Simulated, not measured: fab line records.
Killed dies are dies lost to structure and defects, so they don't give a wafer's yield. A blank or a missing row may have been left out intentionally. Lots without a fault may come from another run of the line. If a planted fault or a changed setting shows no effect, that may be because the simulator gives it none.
What tool caused it? || flow gf180mcu || 33 wafers sampled from 11 lots at 1 step of a route of 602

## WHAT EACH GAUGE READ, for each wafer
GF_V4_CD_MEAS_14 targets a cd of 260 nm.
{"lot": "L734", "measured": "day 24 17:50", "on": "cd-sem-02", "cd-nm (nm)": "257.5 258.9 258.5"}
{"lot": "L735", "measured": "day 24 22:02", "on": "cd-sem-02", "cd-nm (nm)": "260.7 261.5 260.4"}
{"lot": "L736", "measured": "day 25 05:13", "on": "cd-sem-02", "cd-nm (nm)": "260.1 260.2 259.9"}
{"lot": "L742", "measured": "day 27 03:23", "on": "cd-sem-01", "cd-nm (nm)": "260.0 259.1 259.6"}
{"lot": "L745", "measured": "day 28 05:27", "on": "cd-sem-02", "cd-nm (nm)": "259.4 259.5 260.0"}
{"lot": "L750", "measured": "day 29 15:43", "on": "cd-sem-02", "cd-nm (nm)": "260.0 259.5 258.7"}
{"lot": "L751", "measured": "day 30 03:12", "on": "cd-sem-01", "cd-nm (nm)": "261.5 262.4 260.9"}
{"lot": "L754", "measured": "day 30 20:15", "on": "cd-sem-01", "cd-nm (nm)": "259.4 260.6 259.4"}
{"lot": "L755", "measured": "day 31 02:58", "on": "cd-sem-02", "cd-nm (nm)": "260.7 261.2 260.8"}
{"lot": "L756", "measured": "day 31 05:13", "on": "cd-sem-01", "cd-nm (nm)": "258.0 258.7 258.2"}
{"lot": "L757", "measured": "day 31 12:56", "on": "cd-sem-02", "cd-nm (nm)": "259.0 260.4 259.7"}

## WHICH TOOL RAN EACH LOT (tool, then ch and the chambers of the sampled wafers, then the start)
There is no process step in the record ahead of these readings.

## THE ANSWER, worked out from the rows above alone
Rule: the lots themselves supply what counts as usual. The widest of any qualifying gaps counts: lots, ordered by their means at a reading, are off when they make up no more than a third of the lots, leave a main group of 4 or more, and stand apart from it by 3 or more times the standard deviation of that group's means. A main group whose means are all the same, to the digits that the tables above print for the reading, isn't used. A lot without any number at a reading at which 4 lots or more have one is off too. All remaining lots with rows at the step are treated as sound.
None of the lots is off at any reading shown; this tells nothing.

## WHAT THE SIMULATOR PUT IN
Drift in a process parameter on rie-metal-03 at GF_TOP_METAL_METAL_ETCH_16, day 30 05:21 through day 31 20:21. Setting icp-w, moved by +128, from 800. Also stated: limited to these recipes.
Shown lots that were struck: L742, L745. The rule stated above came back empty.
